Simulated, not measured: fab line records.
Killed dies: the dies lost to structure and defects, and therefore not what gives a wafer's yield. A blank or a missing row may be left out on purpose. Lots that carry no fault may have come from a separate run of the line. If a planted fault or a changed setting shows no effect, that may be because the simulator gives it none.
Matching of chambers    flow sfqLine    3 sister chambers for SFQ_TRILAYER_I0_DEP_PECVD_027 on pecvd-01
The step deposits SiO2 from SiH4/N2O, time 111.11 s, target thk 500 nm. 3 wafers are shown with their chamber, then 7 later ones without.

WAFERS WITH THEIR CHAMBER
wafer   chamber  heaterPowerW (W)
L425.4  2        91
L428.3  1        117
L428.5  0        84

WAFERS MISSING THEIR CHAMBER
wafer   heaterPowerW (W)
L428.6  123
L434.1  94
L434.3  122
L434.5  95
L435.2  92
L435.4  93
L435.6  127

THE CHAMBER EACH PASSED THROUGH
wafer   from the rows above      in truth
L428.6  1                        1
L434.1  can't be placed: 2 or 0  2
L434.3  1                        1
L434.5  can't be placed: 2 or 0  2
L435.2  can't be placed: 2 or 0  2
L435.4  can't be placed: 2 or 0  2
L435.6  1                        1
Correctly placed: 3 of 7. Can't be placed from these rows: 4 (the true chamber is among the candidates in 4). 0 placed wrongly.
How it was worked out, from the rows above alone: a wafer's distance from a chamber is the root of the sum, over the readings, of the square of ((its reading less the chamber's mean) divided by the reading's scatter). The wafer belongs to the nearest chamber; if the next one is less than 2 further off, it can't be placed. For every chamber, the mean is computed from those of its wafers that are shown. The scatter: root of mean squared gap, hidden wafer to nearest shown wafer, with one shown wafer a chamber.
